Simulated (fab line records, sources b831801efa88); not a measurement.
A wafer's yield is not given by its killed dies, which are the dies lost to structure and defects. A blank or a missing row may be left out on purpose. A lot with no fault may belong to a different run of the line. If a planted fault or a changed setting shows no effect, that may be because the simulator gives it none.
fab line records	flow sky130	part 1 of 2: steps 1 to 32 of 45
record: lots: 5	wafers: 15	last-day: 49
route steps=708 shown NWELL@78 PWDE@84 VT_ADJUST_HVTP@85 VT_ADJUST_LVTN@97 VT_ADJUST_NCORE@119
lots with no fault: from the same line, run without faults
start-h: hours from the record's opening day to when the first of the lot's shown wafers began	wait-h: hours elapsed since this lot's preceding step	" same as the row above	L1.1+2: a single row standing in for several wafers	- either no value or no given start	* or withheld: withheld	< > ~ a bound
route shown NAME@n: names a module that has steps shown in the file, with the first one's number in the route	usual: the fault-free wafers' mean and standard deviation	same: alike in all rows	chamber/n: place in a boat	sites: the reading at each site	_std_site: the values' standard deviation	_edge_site: outer sites' mean less inner sites'	radius-mm: how far each site lies from the wafer's centre	mask NAME#n: copy n	behind: the most recent tool/chamber to have shaped the wafer	hold: why the lot went on hold/how many hours it stayed there/how the hold came to an end	device: the n, p or np transistor that did not switch	end of line: the tests these same wafers got at the end of their route	where a step has no rows: the recipe by itself	killed: the dies lost at the first sort to structure and to defects; this is not the yield of the wafer	map: per-die view of a wafer (x killed, . not killed, _ where there is no die)
set.NAME: the run value of the setting; set.NAME@STEP: its run value at that earlier step	model.NAME: the simulator's own value behind a step, which no gauge read
a table for each step, a row for each wafer; lots at some steps of the route
services: the hour from which a tool's chamber was out of use, counted from the record's first day as start-h (under 0 if before that day), plus the number of hours and why
== steps ==
step: SKY_NWELL_STRIP_25
recipe: chemistry: O2/N2	power-w: 1400	pressure-mtorr: 1500	platen-temp-c: withheld	o2-flow-sccm: 3000	n2-flow-sccm: 300	overash-fraction: 0.5
usual: drypump-motor-current-A: 5.8/0.46	oes-product-au: 0.722/0.0049	strip-time-to-endpoint-s: 36.88/0.1
lot.wafer	tool	chamber	start-h	wait-h	drypump-motor-current-A	oes-product-au	rf-hours-counter-h	strip-time-to-endpoint-s
L076.1	plasma-asher-02	1	118.46	0.1	5.4	0.727	39	36.93
L076.5	"	0	"	"	6.3	0.728	-	36.86
L076.6	"	1	"	"	5.4	0.713	-	36.95
L077.2	plasma-asher-02	0	126.46	0.1	6.2	0.721	40	36.98
L077.4	"	0	"	"	6.2	0.714	-	36.90
L077.6	"	1	"	"	5.4	0.719	-	36.99
L089.1	plasma-asher-02	0	193.27	0.1	6.2	0.718	47	36.84
L089.3	"	1	"	"	5.4	0.720	-	36.74
L089.4	"	0	"	"	6.2	0.719	-	36.73
L094.2	plasma-asher-03	0	224.16	0.1	5.4	0.715	8	36.92
L094.4	"	0	"	"	5.4	0.724	-	36.95
L094.6	"	0	"	"	5.4	0.723	-	36.97
L096.1	plasma-asher-02	1	233.01	0.1	5.4	0.716	51	36.81
L096.4	"	0	"	"	6.2	0.718	-	36.90
L096.5	"	1	"	"	5.4	0.720	-	36.81
step: SKY_NWELL_TW_MEAS_26
usual: NWELL_2_TW: 499.4/2.6
lot.wafer	tool	chamber	start-h	wait-h	NWELL_2_TW
L076.1	film-metro-02	-	118.56	0.1	499.0
L076.5	"	-	"	"	499.6
L076.6	"	-	"	"	500.4
L077.2	film-metro-03	-	126.57	0.1	496.6
L077.4	"	-	"	"	499.9
L077.6	"	-	"	"	495.9
L089.1	film-metro-02	-	193.37	0.1	499.8
L089.3	"	-	"	"	503.8
L089.4	"	-	"	"	499.5
L094.2	film-metro-04	-	224.27	0.1	502.1
L094.4	"	-	"	"	500.7
L094.6	"	-	"	"	502.5
L096.1	film-metro-03	-	233.11	0.1	498.8
L096.4	"	-	"	"	497.2
L096.5	"	-	"	"	497.8
step: SKY_NWELL_CLEAN_27
recipe: chemistry: SC1/SC2	mix: 1:4:20	temp-c: 70	time-s: 150	dry: n2-spin
lot.wafer	tool	chamber	start-h	wait-h
L076.1+5+6	wet-bench-01	0	118.62	0.1
L077.2+4+6	wet-bench-01	3	126.62	0.0
L089.1+3+4	wet-bench-04	0	193.43	0.1
L094.2+4+6	wet-bench-03	0	224.32	0.0
L096.1+4+5	wet-bench-04	3	233.17	0.1
step: SKY_NWELL_RTA_28
recipe: temp-c: 1050	time-s: 30	idle-temp-c: 650	ramp-up-c-per-s: 150	ramp-down-c-per-s: 90	ambient: N2
usual: lamp-power-pct: 25.31/0.05	wafer_temp_C_max: 1054.7/0.87
lot.wafer	tool	chamber	start-h	wait-h	lamp-power-pct	wafer_temp_C_max
L076.1	rtp-anneal-02	0	118.67	0.0	25.33	1054.6
L076.5	"	0	"	"	25.29	1056.6
L076.6	"	0	"	"	25.25	1055.1
L077.2	rtp-anneal-01	0	126.69	0.0	25.32	1053.9
L077.4	"	0	"	"	25.24	1053.6
L077.6	"	0	"	"	25.21	1054.7
L089.1	rtp-anneal-02	0	193.48	0.0	25.29	1054.4
L089.3	"	0	"	"	25.35	1055.2
L089.4	"	0	"	"	25.25	1055.1
L094.2	rtp-anneal-01	0	224.39	0.0	25.30	1056.5
L094.4	"	0	"	"	25.31	1054.7
L094.6	"	0	"	"	25.26	1053.9
L096.1	rtp-anneal-02	0	233.22	0.0	25.28	1054.8
L096.4	"	0	"	"	25.23	1055.0
L096.5	"	0	"	"	25.34	1054.1
step: SKY_NWELL_RS_MEAS_29
recipe: thk-meas-gauge: four-point-probe
usual: NWELL_RS: 624.1/1.3
lot.wafer	tool	chamber	start-h	wait-h	NWELL_RS[ohm/sq]
L076.1	film-metro-04	-	118.77	0.1	624.1
L076.5	"	-	"	"	622.9
L076.6	"	-	"	"	622.5
L077.2	film-metro-04	-	126.79	0.1	621.8
L077.4	"	-	"	"	623.2
L077.6	"	-	"	"	623.1
L089.1	film-metro-03	-	193.58	0.1	624.3
L089.3	"	-	"	"	624.8
L089.4	"	-	"	"	625.3
L094.2	film-metro-03	-	224.49	0.1	621.8
L094.4	"	-	"	"	623.4
L094.6	"	-	"	"	624.5
L096.1	film-metro-02	-	233.32	0.1	622.2
L096.4	"	-	"	"	622.0
L096.5	"	-	"	"	622.9
step: SKY_NWELL_RS_MEAS_31
recipe: thk-meas-gauge: four-point-probe
usual: PWDE_RS: 5275/17
lot.wafer	tool	chamber	start-h	wait-h	PWDE_RS[ohm/sq]
L076.1	film-metro-04	-	119.01	0.1	5287
L076.5	"	-	"	"	5258
L076.6	"	-	"	"	5268
L077.2	film-metro-04	-	127.03	0.1	5245
L077.4	"	-	"	"	5239
L077.6	"	-	"	"	5254
L089.1	film-metro-03	-	193.82	0.1	5271
L089.3	"	-	"	"	5288
L089.4	"	-	"	"	5286
L094.2	film-metro-03	-	224.73	0.1	5274
L094.4	"	-	"	"	5272
L094.6	"	-	"	"	5279
L096.1	film-metro-02	-	233.56	0.1	5270
L096.4	"	-	"	"	5293
L096.5	"	-	"	"	5269
step: SKY_VT_ADJUST_HVTP_DEHYDRATE_00
recipe: temp-c: 200	time-s: 60
lot.wafer	tool	chamber	start-h	wait-h
L076.1+5+6	litho-track-02	0	127.01	8.0
L077.2+4+6	litho-track-02	0	135.84	8.8
L089.1+3+4	litho-track-03	0	203.44	9.6
L094.2+4+6	litho-track-02	0	235.24	10.5
L096.1+4+5	litho-track-03	0	243.84	10.3
step: SKY_VT_ADJUST_HVTP_HMDS_01
recipe: prime-time-s: 60	prime-temp-c: 120
lot.wafer	tool	chamber	start-h	wait-h
L076.1+5+6	litho-track-02	0	127.16	0.1
L077.2+4+6	litho-track-02	0	135.99	0.1
L089.1+3+4	litho-track-03	0	203.59	0.1
L094.2+4+6	litho-track-02	0	235.39	0.1
L096.1+4+5	litho-track-03	0	243.99	0.1
step: SKY_VT_ADJUST_HVTP_COAT_02
recipe: resist: NOVOLAK	spin-rpm: 3000	resist-thk-nm: 1140
usual: dispense-pressure-kPa: 48.8/2.9
lot.wafer	tool	chamber	start-h	wait-h	dispense-pressure-kPa
L076.1	litho-track-02	0	127.31	0.1	52.7
L076.5	"	0	"	"	52.7
L076.6	"	0	"	"	52.7
L077.2	litho-track-02	0	136.14	0.1	52.7
L077.4	"	0	"	"	52.7
L077.6	"	0	"	"	52.7
L089.1	litho-track-03	0	203.74	0.1	49.1
L089.3	"	0	"	"	49.1
L089.4	"	0	"	"	49.1
L094.2	litho-track-02	0	235.54	0.1	52.8
L094.4	"	0	"	"	52.7
L094.6	"	0	"	"	52.7
L096.1	litho-track-03	0	244.14	0.1	49.1
L096.4	"	0	"	"	49.1
L096.5	"	0	"	"	49.1
step: SKY_VT_ADJUST_HVTP_SOFTBAKE_03
recipe: temp-c: 90	time-s: 60	resist: NOVOLAK
lot.wafer	tool	chamber	start-h	wait-h
L076.1+5+6	litho-track-02	0	127.46	0.1
L077.2+4+6	litho-track-02	0	136.29	0.1
L089.1+3+4	litho-track-03	0	203.89	0.1
L094.2+4+6	litho-track-02	0	235.69	0.1
L096.1+4+5	litho-track-03	0	244.29	0.1
step: SKY_VT_ADJUST_HVTP_EXPOSE_04
recipe: mask-id: HVTPM	na: 0.6	source-shape: conventional	sigma-outer: 0.6	polarization: unpolarized	target-cd-nm: 380	dose-mj: 140
lot.wafer	tool	chamber	start-h	wait-h	mask
L076.1+5+6	iline-stepper-01	0	-	-	HVTPM#0
L077.2+4+6	iline-stepper-01	0	-	-	HVTPM#0
L089.1+3+4	iline-stepper-01	0	-	-	HVTPM#0
L094.2+4+6	iline-stepper-01	0	-	-	HVTPM#0
L096.1+4+5	iline-stepper-01	0	-	-	HVTPM#0
step: SKY_VT_ADJUST_HVTP_PEB_05
recipe: temp-c: withheld	time-s: *	resist: NOVOLAK
lot.wafer	tool	chamber	start-h	wait-h
L076.1+5+6	litho-track-03	0	-	-
L077.2+4+6	litho-track-03	0	-	-
L089.1+3+4	litho-track-03	0	-	-
L094.2+4+6	litho-track-02	0	-	-
L096.1+4+5	litho-track-01	0	-	-
step: SKY_VT_ADJUST_HVTP_DEVELOP_06
recipe: resist: NOVOLAK	developer: TMAH	develop-time-s: 60	dev-temp-c: 23
lot.wafer	tool	chamber	start-h	wait-h
L076.1+5+6	litho-track-03	0	137.14	0.1
L077.2+4+6	litho-track-03	0	145.91	0.1
L089.1+3+4	litho-track-03	0	214.74	0.1
L094.2+4+6	litho-track-02	0	246.39	0.1
L096.1+4+5	litho-track-01	0	255.58	0.1
step: SKY_VT_ADJUST_HVTP_CD_MEAS_07
recipe: target-cd-nm: 380
usual: cd-nm: 380.6/2.7
lot.wafer	tool	chamber	start-h	wait-h	cd-nm
L076.1	cd-sem-01	-	137.29	0.1	380.6
L076.5	"	-	"	"	379.9
L076.6	"	-	"	"	380.1
L077.2	cd-sem-02	-	146.06	0.1	379.9
L077.4	"	-	"	"	378.2
L077.6	"	-	"	"	381.1
L089.1	cd-sem-01	-	214.89	0.1	383.3
L089.3	"	-	"	"	383.0
L089.4	"	-	"	"	382.5
L094.2	cd-sem-02	-	246.53	0.1	382.1
L094.4	"	-	"	"	381.4
L094.6	"	-	"	"	380.6
L096.1	cd-sem-02	-	255.73	0.1	381.9
L096.4	"	-	"	"	381.0
L096.5	"	-	"	"	379.5
step: SKY_VT_ADJUST_HVTP_OVL_MEAS_08
usual: VT_ADJUST_HVTP_OVL: -0.2/1.6
lot.wafer	tool	chamber	start-h	wait-h	VT_ADJUST_HVTP_OVL[nm]
L076.1	overlay-01	-	137.41	0.1	-0.1
L076.5	"	-	"	"	0.6
L076.6	"	-	"	"	1.1
L077.2	overlay-01	-	146.16	0.1	-1.0
L077.4	"	-	"	"	-1.5
L077.6	"	-	"	"	-2.5
L089.1	overlay-02	-	215.01	0.1	0.5
L089.3	"	-	"	"	2.5
L089.4	"	-	"	"	1.1
L094.2	overlay-01	-	246.64	0.1	-1.1
L094.4	"	-	"	"	-0.4
L094.6	"	-	"	"	0.2
L096.1	overlay-01	-	255.85	0.1	0.4
L096.4	"	-	"	"	0.5
L096.5	"	-	"	"	-0.9
step: SKY_VT_ADJUST_HVTP_IMPLANT_09
recipe: species: As	energy-kev: 150	dose-cm2: 4.3e+12	tilt-deg: withheld
lot.wafer	tool	chamber	start-h	wait-h
L076.1+5+6	implanter-03	0	137.44	0.0
L077.2+4+6	implanter-02	0	146.22	0.0
L089.1+3+4	implanter-04	0	215.04	0.0
L094.2+4+6	implanter-03	0	247.47	0.8
L096.1+4+5	implanter-03	0	255.88	0.0
step: SKY_VT_ADJUST_HVTP_STRIP_10
recipe: chemistry: O2/N2	power-w: 1400	pressure-mtorr: 1500	platen-temp-c: withheld	o2-flow-sccm: 3000	n2-flow-sccm: 300	overash-fraction: 0.5
usual: drypump-motor-current-A: 5.8/0.45	oes-product-au: 0.716/0.005	strip-time-to-endpoint-s: 14.16/0.041
lot.wafer	tool	chamber	start-h	wait-h	drypump-motor-current-A	oes-product-au	rf-hours-counter-h	strip-time-to-endpoint-s
L076.1	plasma-asher-01	0	137.59	0.1	5.6	0.717	46	14.18
L076.5	"	1	"	"	6.0	0.720	-	14.18
L076.6	"	0	"	"	5.6	0.716	-	14.15
L077.2	plasma-asher-03	1	146.34	0.1	6.6	0.715	2	14.17
L077.4	"	1	"	"	6.6	0.733	-	14.18
L077.6	"	0	"	"	5.4	0.724	-	14.19
L089.1	plasma-asher-04	1	215.19	0.1	5.8	0.714	43	14.19
L089.3	"	0	"	"	5.3	0.712	-	14.12
L089.4	"	1	"	"	5.8	0.711	-	14.16
L094.2	plasma-asher-03	1	247.60	0.1	6.6	0.712	11	14.23
L094.4	"	1	"	"	6.6	0.719	-	14.24
L094.6	"	1	"	"	6.6	0.719	-	14.25
L096.1	plasma-asher-04	0	256.03	0.1	5.3	0.720	47	14.15
L096.4	"	1	"	"	5.8	0.723	-	14.20
L096.5	"	1	"	"	5.8	0.716	-	14.18
step: SKY_VT_ADJUST_HVTP_TW_MEAS_11
usual: VT_ADJUST_HVTP_TW: 1364/6.8
lot.wafer	tool	chamber	start-h	wait-h	VT_ADJUST_HVTP_TW
L076.1	film-metro-01	-	137.69	0.1	1359
L076.5	"	-	"	"	1363
L076.6	"	-	"	"	1362
L077.2	film-metro-02	-	146.45	0.1	1362
L077.4	"	-	"	"	1369
L077.6	"	-	"	"	1363
L089.1	film-metro-04	-	215.29	0.1	1356
L089.3	"	-	"	"	1360
L089.4	"	-	"	"	1356
L094.2	film-metro-01	-	247.71	0.1	1366
L094.4	"	-	"	"	1368
L094.6	"	-	"	"	1364
L096.1	film-metro-02	-	256.13	0.1	1356
L096.4	"	-	"	"	1357
L096.5	"	-	"	"	1363
step: SKY_VT_ADJUST_LVTN_DEHYDRATE_00
recipe: temp-c: 200	time-s: 60
lot.wafer	tool	chamber	start-h	wait-h
L076.1+5+6	litho-track-04	0	146.77	9.1
L077.2+4+6	litho-track-04	0	155.35	8.9
L089.1+3+4	litho-track-04	0	225.27	10.0
L094.2+4+6	litho-track-03	0	257.86	10.1
L096.1+4+5	litho-track-03	0	266.94	10.8
step: SKY_VT_ADJUST_LVTN_HMDS_01
recipe: prime-time-s: 60	prime-temp-c: 120
lot.wafer	tool	chamber	start-h	wait-h
L076.1+5+6	litho-track-04	0	146.92	0.1
L077.2+4+6	litho-track-04	0	155.50	0.1
L089.1+3+4	litho-track-04	0	225.42	0.1
L094.2+4+6	litho-track-03	0	258.01	0.1
L096.1+4+5	litho-track-03	0	267.09	0.1
step: SKY_VT_ADJUST_LVTN_COAT_02
recipe: spin-rpm: 2000	resist-thk-nm: 3000
usual: dispense-pressure-kPa: 50.0/1.4
lot.wafer	tool	chamber	start-h	wait-h	dispense-pressure-kPa
L076.1	litho-track-04	0	147.07	0.1	49.5
L076.5	"	0	"	"	49.4
L076.6	"	0	"	"	49.4
L077.2	litho-track-04	0	155.65	0.1	49.4
L077.4	"	0	"	"	49.5
L077.6	"	0	"	"	49.5
L089.1	litho-track-04	0	225.57	0.1	49.4
L089.3	"	0	"	"	49.5
L089.4	"	0	"	"	49.4
L094.2	litho-track-03	0	258.16	0.1	49.1
L094.4	"	0	"	"	49.1
L094.6	"	0	"	"	49.1
L096.1	litho-track-03	0	267.24	0.1	49.1
L096.4	"	0	"	"	49.1
L096.5	"	0	"	"	49.0
step: SKY_VT_ADJUST_LVTN_SOFTBAKE_03
recipe: temp-c: 110	time-s: withheld
lot.wafer	tool	chamber	start-h	wait-h
L076.1+5+6	litho-track-04	0	147.22	0.1
L077.2+4+6	litho-track-04	0	155.81	0.1
L089.1+3+4	litho-track-04	0	225.72	0.1
L094.2+4+6	litho-track-03	0	258.32	0.1
L096.1+4+5	litho-track-03	0	267.39	0.1
step: SKY_VT_ADJUST_LVTN_EXPOSE_04
recipe: mask-id: NWM_COMPLEMENT_LESS_NATIVE	na: 0.6	source-shape: conventional	sigma-outer: 0.6	polarization: unpolarized	target-cd-nm: 840	dose-mj: 194
lot.wafer	tool	chamber	start-h	wait-h	mask
L076.1+5+6	iline-stepper-01	0	-	-	NWM_COMPLEMENT_LESS_NATIVE#0
L077.2+4+6	iline-stepper-01	0	-	-	NWM_COMPLEMENT_LESS_NATIVE#0
L089.1+3+4	iline-stepper-02	0	-	-	NWM_COMPLEMENT_LESS_NATIVE#0
L094.2+4+6	iline-stepper-02	0	-	-	NWM_COMPLEMENT_LESS_NATIVE#0
L096.1+4+5	iline-stepper-02	0	-	-	NWM_COMPLEMENT_LESS_NATIVE#0
step: SKY_VT_ADJUST_LVTN_PEB_05
recipe: temp-c: 115	time-s: withheld
lot.wafer	tool	chamber	start-h	wait-h
L076.1+5+6	litho-track-03	0	-	-
L077.2+4+6	litho-track-04	0	-	-
L089.1+3+4	litho-track-04	0	-	-
L094.2+4+6	litho-track-02	0	-	-
L096.1+4+5	litho-track-02	0	-	-
step: SKY_VT_ADJUST_LVTN_DEVELOP_06
recipe: wall-angle-deg: 90	developer: TMAH	develop-time-s: 60	dev-temp-c: 23
lot.wafer	tool	chamber	start-h	wait-h
L076.1+5+6	litho-track-03	0	-	-
L077.2+4+6	litho-track-04	0	-	-
L089.1+3+4	litho-track-04	0	-	-
L094.2+4+6	litho-track-02	0	-	-
L096.1+4+5	litho-track-02	0	-	-
step: SKY_VT_ADJUST_LVTN_OVL_MEAS_07
usual: VT_ADJUST_LVTN_OVL: -0.2/1.4
lot.wafer	tool	chamber	start-h	wait-h	VT_ADJUST_LVTN_OVL[nm]
L076.1	overlay-01	-	157.14	-	-1.9
L076.5	"	-	"	"	-1.8
L076.6	"	-	"	"	-0.7
L077.2	overlay-02	-	165.83	-	1.3
L077.4	"	-	"	"	0.8
L077.6	"	-	"	"	0.7
L089.1	overlay-01	-	237.12	-	-0.8
L089.3	"	-	"	"	0.1
L089.4	"	-	"	"	-1.9
L094.2	overlay-01	-	269.32	-	-3.2
L094.4	"	-	"	"	-3.3
L094.6	"	-	"	"	-2.8
L096.1	overlay-01	-	278.41	-	-1.8
L096.4	"	-	"	"	-1.5
L096.5	"	-	"	"	-1.3
step: SKY_VT_ADJUST_LVTN_IMPLANT_08
recipe: species: B	energy-kev: 30	dose-cm2: 1.57e+12	tilt-deg: withheld
lot.wafer	tool	chamber	start-h	wait-h
L076.1+5+6	implanter-01	0	157.17	0.0
L077.2+4+6	implanter-01	0	165.88	0.0
L089.1+3+4	implanter-04	0	237.16	0.0
L094.2+4+6	implanter-03	0	269.37	0.0
L096.1+4+5	implanter-04	0	278.45	0.0
step: SKY_VT_ADJUST_LVTN_STRIP_09
recipe: chemistry: O2/N2	power-w: 1400	pressure-mtorr: 1500	platen-temp-c: withheld	o2-flow-sccm: 3000	n2-flow-sccm: 300	overash-fraction: 0.5
usual: drypump-motor-current-A: 5.7/0.31	oes-product-au: 0.722/0.0043	strip-time-to-endpoint-s: 36.90/0.11
lot.wafer	tool	chamber	start-h	wait-h	drypump-motor-current-A	oes-product-au	rf-hours-counter-h	strip-time-to-endpoint-s
L076.1	plasma-asher-02	0	157.32	0.1	6.2	0.720	43	36.78
L076.5	"	1	"	"	5.4	0.719	-	36.79
L076.6	"	0	"	"	6.3	0.723	-	37.00
L077.2	plasma-asher-02	1	166.01	0.1	5.4	0.723	44	36.68
L077.4	"	1	"	"	5.4	0.715	-	36.71
L077.6	"	1	"	"	5.4	0.724	-	36.59
L089.1	plasma-asher-01	1	237.31	0.1	6.0	0.731	56	36.84
L089.3	"	1	"	"	6.0	0.722	-	36.96
L089.4	"	0	"	"	5.6	0.717	-	36.86
L094.2	plasma-asher-04	0	269.50	0.1	5.3	0.720	49	36.80
L094.4	"	0	"	"	5.3	0.723	-	36.85
L094.6	"	0	"	"	5.3	0.722	-	36.67
L096.1	plasma-asher-04	1	278.60	0.1	5.8	0.721	50	36.89
L096.4	"	0	"	"	5.3	0.719	-	36.84
L096.5	"	1	"	"	5.8	0.723	-	36.86
step: SKY_VT_ADJUST_LVTN_TW_MEAS_10
usual: VT_ADJUST_LVTN_TW: 242.7/0.93
lot.wafer	tool	chamber	start-h	wait-h	VT_ADJUST_LVTN_TW
L076.1	film-metro-03	-	157.42	0.1	243.4
L076.5	"	-	"	"	243.3
L076.6	"	-	"	"	243.5
L077.2	film-metro-03	-	166.12	0.1	242.6
L077.4	"	-	"	"	242.3
L077.6	"	-	"	"	243.9
L089.1	film-metro-01	-	237.41	0.1	241.6
L089.3	"	-	"	"	241.8
L089.4	"	-	"	"	243.3
L094.2	film-metro-01	-	269.61	0.1	242.0
L094.4	"	-	"	"	242.6
L094.6	"	-	"	"	243.0
L096.1	film-metro-01	-	278.70	0.1	242.8
L096.4	"	-	"	"	241.0
L096.5	"	-	"	"	244.0
step: SKY_VT_ADJUST_LVTN_DEHYDRATE_11
recipe: temp-c: 200	time-s: 60
lot.wafer	tool	chamber	start-h	wait-h
L076.1+5+6	litho-track-03	0	166.84	9.4
L077.2+4+6	litho-track-03	0	175.91	9.8
L089.1+3+4	litho-track-03	0	248.24	10.8
L094.2+4+6	litho-track-04	0	279.75	10.1
L096.1+4+5	litho-track-04	0	289.57	10.9
step: SKY_VT_ADJUST_LVTN_HMDS_12
recipe: prime-time-s: 60	prime-temp-c: 120
lot.wafer	tool	chamber	start-h	wait-h
L076.1+5+6	litho-track-03	0	166.99	0.1
L077.2+4+6	litho-track-03	0	176.06	0.1
L089.1+3+4	litho-track-03	0	248.39	0.1
L094.2+4+6	litho-track-04	0	279.90	0.1
L096.1+4+5	litho-track-04	0	289.72	0.1
step: SKY_VT_ADJUST_LVTN_COAT_13
recipe: resist: NOVOLAK	spin-rpm: 3000	resist-thk-nm: 1140
usual: dispense-pressure-kPa: 50.3/1.6
lot.wafer	tool	chamber	start-h	wait-h	dispense-pressure-kPa
L076.1	litho-track-03	0	167.14	0.1	49.0
L076.5	"	0	"	"	49.1
L076.6	"	0	"	"	49.0
L077.2	litho-track-03	0	176.21	0.1	49.1
L077.4	"	0	"	"	49.1
L077.6	"	0	"	"	49.1
L089.1	litho-track-03	0	248.54	0.1	49.1
L089.3	"	0	"	"	49.1
L089.4	"	0	"	"	49.1
L094.2	litho-track-04	0	280.05	0.1	49.4
L094.4	"	0	"	"	49.5
L094.6	"	0	"	"	49.4
L096.1	litho-track-04	0	289.87	0.1	49.4
L096.4	"	0	"	"	49.4
L096.5	"	0	"	"	49.5
